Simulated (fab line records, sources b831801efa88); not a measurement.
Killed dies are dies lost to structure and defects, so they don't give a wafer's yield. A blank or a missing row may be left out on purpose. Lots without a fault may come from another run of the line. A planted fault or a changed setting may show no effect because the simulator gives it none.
A struck lot beside a sound one | flow sky130 | 15 steps out of a route of 708
Sound: wafers L843.2, L843.3, L843.6. Struck: wafers L851.1, L851.4, L851.6. The cause comes at the end.
At each step with rows: each side's tool, then ch and its chambers, then its first start. Under that, the readings that differ: sound wafers | struck wafers | difference of the means | sigmas: that difference in standard deviations of wafers without a fault.
alike: readings whose means differ by less than 2 such deviations, and words and numbers that are the same on both sides. not compared: withheld readings, readings that some wafer has no value for, bounds like >300 that may hide the same value, and numbers for which the record gives no deviation and whose values overlap.
The two part at a step that has a row with sigmas, a row that says differs or no value, or rows on one side only. Numbers that don't overlap but have no deviation are shown without sigmas and don't part them. A reading that every wafer of one side lacks parts them only if that side has two wafers or more.

first, 9 steps without rows for these wafers: SKY_CAP2M_CLEAN_17 (cleans in O3/DIW); SKY_METAL4_DEHYDRATE_05 (time 60 s); SKY_METAL4_HMDS_06 (prime time 60 s); SKY_METAL4_COAT_07 (resist thk 60 nm); SKY_METAL4_COAT_08 (resist thk 1140 nm); SKY_METAL4_SOFTBAKE_09 (time 90 s); SKY_METAL4_EXPOSE_10 (exposes mask MM4, target cd 300 nm); SKY_METAL4_PEB_11; SKY_METAL4_DEVELOP_12 (develop time 60 s).
SKY_METAL4_CD_MEAS_13: target cd 300 nm.
  sound on cd_sem-01, day 42 10:29; struck on cd_sem-01, day 44 18:31
  alike: cd_nm
SKY_METAL4_OVL_MEAS_14:
  sound on overlay-02, day 42 10:35; struck on overlay-01, day 44 18:38
  alike: METAL4_OVL
SKY_METAL4_DESCUM_15: chemistry O2, time 8 s.
  sound on rie_metal-02 ch 0,1, day 42 10:37; struck on rie_metal-03 ch 0,1, day 44 18:40
  alike: drypump_motor_current_A, oes_product_au
  not compared: rf_hours_counter_h
SKY_METAL4_ETCH_16: etches BARC in N2/H2, stops on SiO2, time 88.2 s, target depth 60 nm.
  sound on rie_metal-02 ch 0,1, day 42 10:39; struck on rie_metal-03 ch 0,1, day 44 18:42
  reading                                       | sound             | struck            | difference | sigmas
  rf_fwd_power_W (W)                            | 495.7 492.9 496.4 | 578.6 579.5 577.8 | +83.6      | +49
  model.KrF-thick_of_METAL4_COAT_08.thk_nm (nm) | 1077 1082 1076    | 1072 1067 1066    | -10        |
  model.SiO2_of_CAP2M_CVD_00.thk_nm (nm)        | 15.11 15.12 15.17 | 14.63 14.66 14.68 | -0.48      |
  alike: drypump_motor_current_A, oes_product_au, throttle_valve_pct
  not compared: rf_hours_counter_h
SKY_METAL4_ETCH_17: etches SiO2 in C4F8/O2/Ar, stops on TiN, time 3.9 s, target depth 15 nm.
  sound on rie_diel-02 ch 0,1,2, day 42 10:45; struck on rie_diel-01 ch 1,2,3, day 44 18:48
  reading               | sound             | struck            | difference | sigmas
  oes_product_au (a.u.) | 0.746 0.751 0.753 | 0.731 0.744 0.730 | -0.015     | -2
  alike: rf_fwd_power_W
  not compared: rf_hours_counter_h
SKY_PAD_OPEN_PROBE_99:
  the record has rows for the sound wafers here (prober-01, day 46 09:29) and none for the struck ones

WHERE THEY PART
First at SKY_METAL4_ETCH_16; last, within this record, at SKY_PAD_OPEN_PROBE_99.

WHY: what the simulator had put in
Process parameter drift: rie_metal-03, from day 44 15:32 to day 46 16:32, at SKY_METAL4_ETCH_16. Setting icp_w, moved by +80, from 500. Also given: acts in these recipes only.
